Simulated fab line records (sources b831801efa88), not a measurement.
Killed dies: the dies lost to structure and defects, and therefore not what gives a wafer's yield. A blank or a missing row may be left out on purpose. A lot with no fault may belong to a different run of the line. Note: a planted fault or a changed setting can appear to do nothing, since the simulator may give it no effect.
Which of the tools did it? | flow sky130 | 24 lots with 72 wafers sampled at 6 steps, on a route of 708 steps

== WHAT EACH GAUGE READ, for each wafer ==
SKY_PWDE_OVL_MEAS_07. Usual: for PWDE_OVL the level is 0.2 nm and the standard deviation is 1.4.
lot  | measured    | on         | PWDE_OVL (nm)  | flag
L074 | day 3 19:25 | overlay-02 | -2.1 -2.4 -1.2 |
L075 | day 4 03:36 | overlay-01 | -1.0 -0.2 -1.1 |
L076 | day 4 08:05 | overlay-02 | -1.6 -0.7 -1.8 |
L077 | day 4 13:56 | overlay-01 | 1.2 -0.4 0.4   |
L079 | day 5 02:40 | overlay-02 | 2.6 3.7 2.5    |
L078 | day 5 02:42 | overlay-01 | -0.3 2.7 1.0   |
L080 | day 5 18:13 | overlay-01 | -0.4 1.5 -2.0  |
L081 | day 5 19:13 | overlay-01 | 2.3 2.0 2.0    |
L082 | day 6 03:35 | overlay-02 | -0.1 0.3 0.9   |
L083 | day 6 07:26 | overlay-02 | 0.4 -1.9 0.0   |
L084 | day 6 16:03 | overlay-02 | 0.5 0.2 -0.4   |
L086 | day 6 18:49 | overlay-02 | 0.3 1.5 0.3    |
L085 | day 6 19:27 | overlay-02 | 0.2 1.1 -0.3   |
L087 | day 6 22:58 | overlay-01 | 1.3 1.6 0.6    |
L089 | day 7 06:03 | overlay-02 | 1.0 1.0 2.1    |
L088 | day 7 06:19 | overlay-01 | -1.8 0.3 -1.3  |
L090 | day 7 16:05 | overlay-02 | -1.7 -1.2 -1.9 |
L091 | day 7 19:58 | overlay-01 | 0.4 -0.1 0.6   |
L092 | day 8 00:34 | overlay-01 | 1.3 0.2 -1.7   |
L093 | day 8 05:49 | overlay-02 | -0.4 -0.1 0.3  |
L094 | day 8 12:08 | overlay-02 | 0.3 1.2 1.2    |
L095 | day 8 17:40 | overlay-01 | 0.1 0.1 1.6    |
L096 | day 8 23:34 | overlay-02 | 3.4 -0.3 0.3   |
L097 | day 9 06:52 | overlay-01 | 0.2 0.1 0.6    |

SKY_NWELL_TW_MEAS_26. Usual: for NWELL_2_TW the level is 494.2 and the standard deviation is 2.5.
lot  | measured     | on            | NWELL_2_TW        | flag
L074 | day 5 05:25  | film_metro-04 | 491.5 492.5 492.8 |
L075 | day 5 13:15  | film_metro-01 | 493.1 490.2 493.0 |
L076 | day 5 18:08  | film_metro-04 | 493.5 495.1 497.7 |
L077 | day 6 01:50  | film_metro-03 | 498.5 496.5 495.6 |
L079 | day 6 16:15  | film_metro-04 | 491.7 494.8 496.6 |
L078 | day 6 16:18  | film_metro-01 | 492.5 495.8 493.2 |
L080 | day 7 08:54  | film_metro-03 | 491.0 492.2 490.0 |
L081 | day 7 09:50  | film_metro-01 | 488.3 490.4 490.8 |
L082 | day 7 18:20  | film_metro-01 | 490.7 490.2 491.8 |
L083 | day 7 22:34  | film_metro-01 | 490.7 492.1 490.4 |
L084 | day 8 08:07  | film_metro-03 | 496.5 493.4 494.6 |
L086 | day 8 12:11  | film_metro-01 | 493.3 495.5 497.0 |
L085 | day 8 12:15  | film_metro-04 | 496.7 494.9 491.3 |
L087 | day 8 15:26  | film_metro-01 | 494.0 496.1 493.9 |
L089 | day 8 23:55  | film_metro-01 | 496.1 495.3 497.3 |
L088 | day 9 00:51  | film_metro-03 | 495.7 495.9 497.3 |
L090 | day 9 11:13  | film_metro-03 | 499.3 494.2 495.5 |
L091 | day 9 14:55  | film_metro-01 | 492.5 494.1 492.9 |
L092 | day 9 20:05  | film_metro-01 | 490.4 491.0 494.7 |
L093 | day 10 01:41 | film_metro-03 | 493.9 492.4 495.4 |
L094 | day 10 08:05 | film_metro-01 | 492.4 492.9 494.4 |
L095 | day 10 15:17 | film_metro-04 | 496.3 499.0 496.5 |
L096 | day 10 22:18 | film_metro-01 | 492.7 493.1 494.2 |
L097 | day 11 06:29 | film_metro-01 | 501.2 498.5 500.6 |

SKY_VT_ADJUST_HVTP_CD_MEAS_07 targets a cd of 380 nm. Usual: cd_nm 380.0 nm, standard deviation 3.
lot  | measured     | on        | cd_nm (nm)        | flag
L074 | day 5 23:02  | cd_sem-02 | 380.9 378.9 379.8 |
L075 | day 6 07:35  | cd_sem-01 | 377.5 377.3 375.1 |
L076 | day 6 12:41  | cd_sem-02 | 385.7 382.6 386.0 |
L077 | day 6 20:46  | cd_sem-02 | 378.8 379.4 377.5 |
L079 | day 7 11:56  | cd_sem-01 | 376.6 378.6 378.5 |
L078 | day 7 12:25  | cd_sem-02 | 377.6 377.5 380.5 |
L080 | day 8 05:11  | cd_sem-02 | 377.6 380.8 379.7 |
L081 | day 8 05:28  | cd_sem-01 | 377.4 375.4 379.9 |
L082 | day 8 15:16  | cd_sem-02 | 382.2 381.1 383.9 |
L083 | day 8 20:03  | cd_sem-02 | 386.5 386.7 384.1 |
L084 | day 9 06:22  | cd_sem-01 | 384.5 383.8 381.6 |
L086 | day 9 09:58  | cd_sem-02 | 377.3 375.5 378.2 |
L085 | day 9 10:16  | cd_sem-02 | 381.1 381.7 382.1 |
L087 | day 9 13:13  | cd_sem-02 | 380.1 381.8 383.4 |
L089 | day 9 22:31  | cd_sem-01 | 381.5 382.0 381.9 |
L088 | day 9 23:16  | cd_sem-02 | 381.6 381.4 382.1 |
L090 | day 10 10:37 | cd_sem-02 | 377.2 374.5 376.9 |
L091 | day 10 14:02 | cd_sem-02 | 380.7 380.4 377.8 |
L092 | day 10 18:49 | cd_sem-01 | 373.1 375.5 373.3 |
L093 | day 11 01:49 | cd_sem-02 | 383.4 384.9 382.9 |
L094 | day 11 08:31 | cd_sem-02 | 378.6 380.3 380.1 |
L095 | day 11 15:34 | cd_sem-01 | 380.6 380.9 381.1 |
L096 | day 11 22:46 | cd_sem-01 | 378.3 377.7 380.2 |
L097 | day 12 06:56 | cd_sem-02 | 379.9 379.3 377.9 |

SKY_VIA1_BOW_MEAS_03. Usual: for VIA1_BOW the level is 81 um and the standard deviation is 6.8.
lot  | measured     | on            | VIA1_BOW (um) | flag
L074 | day 32 16:02 | film_metro-01 | 80 81 72      |
L075 | day 33 12:16 | film_metro-04 | 68 70 70      |
L076 | day 33 16:04 | film_metro-01 | 75 76 86      |
L077 | day 33 21:20 | film_metro-02 | 71 72 66      |
L079 | day 34 09:41 | film_metro-01 | 88 94 76      |
L078 | day 34 20:07 | film_metro-01 | 91 79 71      |
L080 | day 35 08:11 | film_metro-02 | 82 79 80      |
L081 | day 35 13:32 | film_metro-01 | 73 78 80      |
L082 | day 36 01:55 | film_metro-01 | 80 79 75      |
L083 | day 36 07:40 | film_metro-04 | 69 91 74      |
L084 | day 36 21:17 | film_metro-04 | 82 92 82      |
L086 | day 37 01:50 | film_metro-04 | 85 75 81      |
L085 | day 36 23:20 | film_metro-02 | 90 72 82      |
L087 | day 37 08:30 | film_metro-02 | 85 85 89      |
L089 | day 37 11:19 | film_metro-04 | 76 88 69      |
L088 | day 37 15:46 | film_metro-02 | 83 81 86      |
L090 | day 38 03:26 | film_metro-04 | 90 77 78      |
L091 | day 38 08:20 | film_metro-02 | 70 70 81      |
L092 | day 38 13:16 | film_metro-02 | 85 83 76      |
L093 | day 38 17:52 | film_metro-02 | 76 80 83      |
L094 | day 38 22:26 | film_metro-02 | 85 80 83      |
L095 | day 39 03:53 | film_metro-04 | 81 90 89      |
L096 | day 39 12:34 | film_metro-02 | 87 81 74      |
L097 | day 40 07:50 | film_metro-01 | 66 77 82      |

== WHICH TOOL RAN EACH LOT (tool, then ch and the chambers of the sampled wafers, then the start) ==
lot  | SKY_LI_CONTACT_STRIP_16              | SKY_METAL1_SPUTTER_04
L074 | plasma_asher-01 ch 0,1, day 29 00:22 | pvd_sputter-04, day 31 11:47
L075 | plasma_asher-01 ch 0,1, day 29 21:58 | pvd_sputter-02, day 32 08:38
L076 | plasma_asher-04 ch 0,1, day 30 01:44 | pvd_sputter-01, day 32 11:43
L077 | plasma_asher-03 ch 0,1, day 30 05:29 | pvd_sputter-04, day 32 16:43
L079 | plasma_asher-01 ch 0,1, day 30 20:25 | pvd_sputter-02, day 33 06:19
L078 | plasma_asher-03 ch 0,1, day 31 06:38 | pvd_sputter-02, day 33 16:55
L080 | plasma_asher-03 ch 0,1, day 31 21:16 | pvd_sputter-04, day 34 06:32
L081 | plasma_asher-01 ch 0,1, day 32 04:02 | pvd_sputter-04, day 34 12:41
L082 | plasma_asher-01 ch 1, day 32 15:07   | pvd_sputter-01, day 34 22:41
L083 | plasma_asher-01 ch 0,1, day 32 19:46 | pvd_sputter-01, day 35 03:17
L084 | plasma_asher-04 ch 0,1, day 33 11:18 | pvd_sputter-04, day 35 18:14
L086 | plasma_asher-03 ch 0,1, day 33 14:32 | pvd_sputter-04, day 35 22:34
L085 | plasma_asher-03 ch 0,1, day 33 13:02 | pvd_sputter-02, day 35 19:34
L087 | plasma_asher-03 ch 0,1, day 33 21:20 | pvd_sputter-02, day 36 04:52
L089 | plasma_asher-03 ch 0,1, day 34 00:13 | pvd_sputter-02, day 36 07:40
L088 | plasma_asher-01 ch 0,1, day 34 03:46 | pvd_sputter-02, day 36 12:02
L090 | plasma_asher-01 ch 0,1, day 34 15:34 | pvd_sputter-02, day 36 23:50
L091 | plasma_asher-04 ch 0,1, day 34 20:47 | pvd_sputter-04, day 37 05:08
L092 | plasma_asher-04 ch 0,1, day 35 01:40 | pvd_sputter-01, day 37 10:40
L093 | plasma_asher-04 ch 0,1, day 35 06:04 | pvd_sputter-04, day 37 14:54
L094 | plasma_asher-04 ch 0,1, day 35 11:43 | pvd_sputter-02, day 37 19:59
L095 | plasma_asher-01 ch 0,1, day 35 18:19 | pvd_sputter-01, day 38 01:28
L096 | plasma_asher-03 ch 0,1, day 36 01:53 | pvd_sputter-04, day 38 10:04
L097 | plasma_asher-04 ch 0,1, day 36 23:08 | pvd_sputter-02, day 39 05:56
- SKY_LI_CONTACT_STRIP_16: strips in O2/N2.
- SKY_METAL1_SPUTTER_04: material TiN, target thk 70 nm, time 58.3 s.

== WHAT THE TOOLS THEMSELVES READ (means of the sampled wafers that have a number; where no wafer has one, the mark that the record gives instead) ==
SKY_LI_CONTACT_STRIP_16. Usual: drypump_motor_current_A 5.6 A, standard deviation 0.39; oes_product_au 0.375 a.u., standard deviation 0.0049; strip_time_to_endpoint_s 3.50 s, standard deviation 0.039.
lot  | tool            | drypump_motor_current_A (A) | oes_product_au (a.u.) | strip_time_to_endpoint_s (s) | flag
L074 | plasma_asher-01 | 6.0                         | 0.380                 | 3.47                         |
L075 | plasma_asher-01 | 6.0                         | 0.378                 | 3.48                         |
L076 | plasma_asher-04 | 5.6                         | 0.375                 | 3.47                         |
L077 | plasma_asher-03 | 5.5                         | 0.374                 | 3.46                         |
L079 | plasma_asher-01 | 6.0                         | 0.374                 | 3.47                         |
L078 | plasma_asher-03 | 5.5                         | 0.379                 | 3.52                         |
L080 | plasma_asher-03 | 5.5                         | 0.374                 | 3.53                         |
L081 | plasma_asher-01 | 6.0                         | 0.373                 | 3.46                         |
L082 | plasma_asher-01 | 6.1                         | 0.374                 | 3.46                         |
L083 | plasma_asher-01 | 6.0                         | 0.379                 | 3.45                         |
L084 | plasma_asher-04 | 5.6                         | 0.377                 | 3.55                         |
L086 | plasma_asher-03 | 5.6                         | 0.378                 | 3.52                         |
L085 | plasma_asher-03 | 5.3                         | 0.376                 | 3.49                         |
L087 | plasma_asher-03 | 5.5                         | 0.372                 | 3.49                         |
L089 | plasma_asher-03 | 5.3                         | 0.372                 | 3.50                         |
L088 | plasma_asher-01 | 6.0                         | 0.371                 | 3.50                         |
L090 | plasma_asher-01 | 5.9                         | 0.372                 | 3.51                         |
L091 | plasma_asher-04 | 5.5                         | 0.377                 | 3.51                         |
L092 | plasma_asher-04 | 5.5                         | 0.377                 | 3.50                         |
L093 | plasma_asher-04 | 5.6                         | 0.380                 | 3.53                         |
L094 | plasma_asher-04 | 5.6                         | 0.378                 | 3.52                         |
L095 | plasma_asher-01 | 5.9                         | 0.375                 | 3.45                         |
L096 | plasma_asher-03 | 5.6                         | 0.381                 | 3.54                         |
L097 | plasma_asher-04 | 5.5                         | 0.379                 | 3.51                         |

SKY_METAL1_SPUTTER_04. Usual: cathode_dc_power_W 6500.1 W, standard deviation 1.3; chamber_pressure_pa 0.3999 Pa, standard deviation 0.00086; throttle_valve_pct 29.9 %, standard deviation 1.2.
lot  | tool           | cathode_dc_power_W (W) | chamber_pressure_pa (Pa) | throttle_valve_pct (%) | flag
L074 | pvd_sputter-04 | 6500.5                 | 0.3997                   | 29.5                   |
L075 | pvd_sputter-02 | 6499.1                 | 0.4004                   | 30.2                   |
L076 | pvd_sputter-01 | 6498.3                 | 0.3997                   | 30.4                   |
L077 | pvd_sputter-04 | 6500.2                 | 0.4001                   | 28.6                   |
L079 | pvd_sputter-02 | 6500.2                 | 0.4002                   | 29.7                   |
L078 | pvd_sputter-02 | 6501.9                 | 0.4001                   | 30.3                   |
L080 | pvd_sputter-04 | 6499.7                 | 0.4006                   | 29.5                   |
L081 | pvd_sputter-04 | 6500.1                 | 0.3995                   | 29.5                   |
L082 | pvd_sputter-01 | 6501.4                 | 0.3997                   | 29.9                   |
L083 | pvd_sputter-01 | 6501.0                 | 0.4001                   | 29.5                   |
L084 | pvd_sputter-04 | 6498.9                 | 0.3994                   | 28.5                   |
L086 | pvd_sputter-04 | 6499.8                 | 0.3998                   | 29.7                   |
L085 | pvd_sputter-02 | 6499.7                 | 0.3999                   | 31.1                   |
L087 | pvd_sputter-02 | 6499.6                 | 0.4002                   | 30.3                   |
L089 | pvd_sputter-02 | 6500.4                 | 0.4011                   | 29.8                   |
L088 | pvd_sputter-02 | 6501.0                 | 0.3998                   | 30.4                   |
L090 | pvd_sputter-02 | 6500.5                 | 0.3995                   | 30.2                   |
L091 | pvd_sputter-04 | 6500.6                 | 0.4008                   | 29.6                   |
L092 | pvd_sputter-01 | 6500.2                 | 0.4001                   | 30.9                   |
L093 | pvd_sputter-04 | 6499.2                 | 0.3994                   | 28.6                   |
L094 | pvd_sputter-02 | 6499.3                 | 0.3991                   | 29.9                   |
L095 | pvd_sputter-01 | 6501.5                 | 0.4001                   | 29.8                   |
L096 | pvd_sputter-04 | 6499.9                 | 0.3994                   | 28.8                   |
L097 | pvd_sputter-02 | 6500.2                 | 0.3999                   | 31.0                   |

== THE ANSWER, worked out from the rows above alone ==
Rule: a lot counts as off when the mean over its wafers that have a number is more than 3 standard deviations away from the usual mean. Also off: a lot with no number at a reading for which 4 or more lots have one. All remaining lots with rows at the step are treated as sound. First the gauges in route order, then the tools' own readings, where a lot's mean is used as printed above. At the first step where some lot is off, the reading lying furthest off is the one used; lots without a number count as furthest.
Nothing can be told from this: no lot is off at any reading shown.

== WHAT WAS PUT IN BY THE SIMULATOR ==
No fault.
